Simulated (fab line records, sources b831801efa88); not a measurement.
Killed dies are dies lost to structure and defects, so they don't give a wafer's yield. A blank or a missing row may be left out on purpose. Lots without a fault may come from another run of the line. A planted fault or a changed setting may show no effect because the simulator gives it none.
Which tool did it? | flow gf180mcu | 11 lots, 33 wafers sampled, at 5 steps of a route of 602

WHAT THE GAUGES READ, wafer by wafer
GF_V2_THK_MEAS_03. Usual: V2_CVD_02_THK 852 nm, standard deviation 12.
lot  | measured     | on            | V2_CVD_02_THK (nm) | flag
L125 | day 19 15:02 | film_metro-02 | 867 865 877        |
L127 | day 20 03:03 | film_metro-01 | 855 870 870        |
L126 | day 20 08:23 | film_metro-02 | 840 845 850        |
L133 | day 21 21:46 | film_metro-04 | 868 852 857        |
L132 | day 21 23:46 | film_metro-04 | 853 853 849        |
L135 | day 23 05:10 | film_metro-04 | 844 862 860        |
L144 | day 26 00:06 | film_metro-02 | 837 837 855        |
L145 | day 26 07:43 | film_metro-01 | 848 859 857        |
L146 | day 26 10:12 | film_metro-04 | 845 849 863        |
L147 | day 26 18:52 | film_metro-02 | 847 839 853        |
L148 | day 26 23:23 | film_metro-01 | 832 844 857        |

GF_V2_RS_MEAS_24: measures by four-point-probe. Usual: V2_W_RS 0.328 ohm/sq, standard deviation 0.0045.
lot  | measured     | on            | V2_W_RS (ohm/sq)  | flag
L125 | day 20 17:20 | film_metro-04 | 0.324 0.324 0.331 |
L127 | day 21 04:44 | film_metro-02 | 0.332 0.332 0.332 |
L126 | day 21 10:49 | film_metro-02 | 0.319 0.325 0.326 |
L133 | day 22 22:59 | film_metro-04 | 0.833 0.840 0.827 | OFF
L132 | day 23 00:18 | film_metro-01 | 0.849 0.834 0.838 | OFF
L135 | day 24 04:34 | film_metro-04 | 0.328 0.328 0.330 |
L144 | day 26 21:55 | film_metro-04 | 0.332 0.333 0.336 |
L145 | day 27 05:35 | film_metro-02 | 0.334 0.324 0.323 |
L146 | day 27 07:08 | film_metro-04 | 0.325 0.327 0.326 |
L147 | day 27 16:02 | film_metro-01 | 0.322 0.332 0.320 |
L148 | day 27 20:52 | film_metro-01 | 0.327 0.328 0.329 |

GF_V2_THK_MEAS_25: measures by xrf. Usual: V2_W_THK 335 nm, standard deviation 5.4.
lot  | measured     | on            | V2_W_THK (nm) | flag
L125 | day 20 17:26 | film_metro-04 | 336 338 329   |
L127 | day 21 04:51 | film_metro-02 | 332 335 336   |
L126 | day 21 10:56 | film_metro-02 | 351 342 341   |
L133 | day 22 23:05 | film_metro-04 | 136 135 137   | OFF
L132 | day 23 00:24 | film_metro-01 | 133 135 134   | OFF
L135 | day 24 04:41 | film_metro-04 | 336 337 331   |
L144 | day 26 22:02 | film_metro-04 | 332 330 328   |
L145 | day 27 05:41 | film_metro-02 | 329 344 341   |
L146 | day 27 07:16 | film_metro-04 | 337 336 336   |
L147 | day 27 16:10 | film_metro-01 | 338 330 342   |
L148 | day 27 20:59 | film_metro-01 | 338 335 334   |

WHICH TOOL RAN EACH LOT (tool, then ch and the chambers of the sampled wafers, then the start)
lot  | GF_V2_STRIP_18                       | GF_V2_CVD_23
L125 | plasma_asher-03 ch 0,1, day 20 16:15 | cvd_w-02 ch 0,1, day 20 17:13
L127 | plasma_asher-04 ch 0,1, day 21 03:58 | cvd_w-01 ch 0,1, day 21 04:37
L126 | plasma_asher-03 ch 0,1, day 21 09:34 | cvd_w-02 ch 1, day 21 10:36
L133 | plasma_asher-03 ch 0,1, day 22 22:14 | cvd_w-01 ch 0,1, day 22 22:52
L132 | plasma_asher-03 ch 0,1, day 22 23:32 | cvd_w-01 ch 0,1, day 23 00:11
L135 | plasma_asher-04 ch 0, day 24 03:43   | cvd_w-02 ch 0,1, day 24 04:26
L144 | plasma_asher-03 ch 0,1, day 26 21:10 | cvd_w-01 ch 0,1, day 26 21:49
L145 | plasma_asher-03 ch 0,1, day 27 04:49 | cvd_w-02 ch 0,1, day 27 05:26
L146 | plasma_asher-03 ch 0,1, day 27 06:22 | cvd_w-01 ch 0, day 27 07:01
L147 | plasma_asher-03 ch 0,1, day 27 15:17 | cvd_w-02 ch 0,1, day 27 15:56
L148 | plasma_asher-03 ch 0,1, day 27 20:07 | cvd_w-01 ch 0,1, day 27 20:44
- GF_V2_STRIP_18: strips in O2/N2.
- GF_V2_CVD_23: deposits W, target thk 350 nm, time 104.94 s.

WHAT THE TOOLS THEMSELVES READ (means of the sampled wafers that have a number; where no wafer has one, the mark that the record gives instead)
GF_V2_STRIP_18. Usual: drypump_motor_current_A 5.9 A, standard deviation 0.49; heater_power_w 321 W, standard deviation 36; oes_product_au 0.594 a.u., standard deviation 0.0052.
lot  | tool            | drypump_motor_current_A (A) | heater_power_w (W) | oes_product_au (a.u.) | flag
L125 | plasma_asher-03 | 5.9                         | 295                | 0.593                 |
L127 | plasma_asher-04 | 5.9                         | 352                | 0.594                 |
L126 | plasma_asher-03 | 5.9                         | 296                | 0.591                 |
L133 | plasma_asher-03 | 5.9                         | 297                | 0.589                 |
L132 | plasma_asher-03 | 5.9                         | 299                | 0.596                 |
L135 | plasma_asher-04 | 5.4                         | 317                | 0.592                 |
L144 | plasma_asher-03 | 5.9                         | 297                | 0.592                 |
L145 | plasma_asher-03 | 6.2                         | 299                | 0.588                 |
L146 | plasma_asher-03 | 6.2                         | 296                | 0.598                 |
L147 | plasma_asher-03 | 6.2                         | 296                | 0.595                 |
L148 | plasma_asher-03 | 6.3                         | 292                | 0.585                 |

GF_V2_CVD_23. Usual: heater_power_w 905 W, standard deviation 90.
lot  | tool     | heater_power_w (W) | flag
L125 | cvd_w-02 | 881                |
L127 | cvd_w-01 | 861                |
L126 | cvd_w-02 | 826                |
L133 | cvd_w-01 | 906                |
L132 | cvd_w-01 | 908                |
L135 | cvd_w-02 | 891                |
L144 | cvd_w-01 | 908                |
L145 | cvd_w-02 | 901                |
L146 | cvd_w-01 | 820                |
L147 | cvd_w-02 | 899                |
L148 | cvd_w-01 | 865                |

THE ANSWER, worked out from the rows above alone
Rule: a lot is off if the mean of its wafers that have a number lies more than 3 standard deviations from the usual mean. A lot without any number at a reading at which 4 lots or more have one is off too. The other lots that the step has rows for count as sound. The gauges are gone through in route order, then the tools' own readings, and for those a lot's mean is taken as printed above. The first step at which some lot is off is used, and at that step the reading that is off furthest; a lot without a number counts as furthest.
Off: L133, L132, at GF_V2_RS_MEAS_24 (V2_W_RS).
A tool fits if, at a process step before that reading, it ran every lot that is off, and no sound lot after the first of them. The gauges at GF_V2_RS_MEAS_24 are tried like those tools. None of those tried fits.

WHAT THE SIMULATOR HAD PUT IN
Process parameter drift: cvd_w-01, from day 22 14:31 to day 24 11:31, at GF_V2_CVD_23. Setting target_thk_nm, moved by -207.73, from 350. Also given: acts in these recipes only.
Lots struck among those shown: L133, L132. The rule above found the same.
